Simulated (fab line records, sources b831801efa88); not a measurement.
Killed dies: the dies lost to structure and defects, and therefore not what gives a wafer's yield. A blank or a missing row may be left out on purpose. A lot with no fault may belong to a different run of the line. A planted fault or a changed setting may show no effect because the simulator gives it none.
Which of the tools did it? | flow sky130 | 36 wafers from 12 lots sampled at 2 of the route's 708 steps

== WHAT THE GAUGES SHOWED, per wafer ==
SKY_VIA3_RS_MEAS_22: measures by four-point-probe.
lot  | measured     | on            | VIA3_W_RS (ohm/sq)
L409 | day 40 01:23 | film_metro-01 | 0.296 0.291 0.298
L410 | day 40 03:26 | film_metro-04 | 0.289 0.289 0.285
L411 | day 40 14:36 | film_metro-02 | 0.282 0.284 0.288
L412 | day 40 21:16 | film_metro-04 | 0.294 0.291 0.290
L413 | day 41 00:47 | film_metro-01 | 0.293 0.288 0.290
L419 | day 42 22:56 | film_metro-04 | 0.288 0.299 0.291
L421 | day 43 10:04 | film_metro-01 | 0.288 0.297 0.298
L422 | day 43 16:38 | film_metro-01 | 0.301 0.289 0.302
L424 | day 44 05:08 | film_metro-01 | 0.284 0.295 0.284
L427 | day 45 02:13 | film_metro-02 | 0.297 0.295 0.287
L428 | day 45 12:38 | film_metro-04 | 0.294 0.295 0.296
L431 | day 46 02:14 | film_metro-01 | 0.288 0.299 0.287

== EACH LOT AND THE TOOL THAT RAN IT (in order: tool; ch and the chambers of the sampled wafers; start) ==
lot  | SKY_CAPM_CVD_00
L409 | pecvd-03 ch 0,1,2, day 36 16:48
L410 | pecvd-04 ch 0,1, day 36 18:48
L411 | pecvd-03 ch 1,2, day 37 06:38
L412 | pecvd-03 ch 1,2, day 37 14:50
L413 | pecvd-02 ch 0,1, day 37 18:21
L419 | pecvd-02 ch 0,1,2, day 39 19:57
L421 | pecvd-04 ch 0,2, day 40 07:28
L422 | pecvd-02 ch 0,1,2, day 40 14:04
L424 | pecvd-03 ch 0,1,2, day 41 03:22
L427 | pecvd-03 ch 0,1,2, day 42 01:47
L428 | pecvd-03 ch 0,2, day 42 12:55
L431 | pecvd-04 ch 0,2, day 43 02:20
- SKY_CAPM_CVD_00: deposits SiO2, target thk 15.5 nm.

== WHAT THE TOOLS THEMSELVES READ (means of the sampled wafers that have a number; where no wafer has one, the mark that the record gives instead) ==
SKY_CAPM_CVD_00.
lot  | tool     | heater_power_w (W)
L409 | pecvd-03 | 721
L410 | pecvd-04 | 717
L411 | pecvd-03 | 751
L412 | pecvd-03 | 713
L413 | pecvd-02 | 683
L419 | pecvd-02 | 680
L421 | pecvd-04 | 667
L422 | pecvd-02 | 724
L424 | pecvd-03 | 733
L427 | pecvd-03 | 738
L428 | pecvd-03 | 693
L431 | pecvd-04 | 668

== THE ANSWER, worked out from the rows above alone ==
Rule: what is usual is taken from the lots themselves. The widest of any qualifying gaps counts: lots, ordered by their means at a reading, are off when they make up no more than a third of the lots, leave a main group of 4 or more, and stand apart from it by 3 or more times the standard deviation of that group's means. If all means in a main group match to the digits the tables above print for the reading, that group is not used. A lot without any number at a reading at which 4 lots or more have one is off too. Any other lot the step has rows for is counted as sound. After the gauges, taken in route order, come the tools' own readings; for these a lot's mean is taken, as printed above. At the first step where some lot is off, the reading lying furthest off is the one used; lots without a number count as furthest.
None of the lots is off at any reading shown; this tells nothing.

== WHAT HAD BEEN PUT IN BY THE SIMULATOR ==
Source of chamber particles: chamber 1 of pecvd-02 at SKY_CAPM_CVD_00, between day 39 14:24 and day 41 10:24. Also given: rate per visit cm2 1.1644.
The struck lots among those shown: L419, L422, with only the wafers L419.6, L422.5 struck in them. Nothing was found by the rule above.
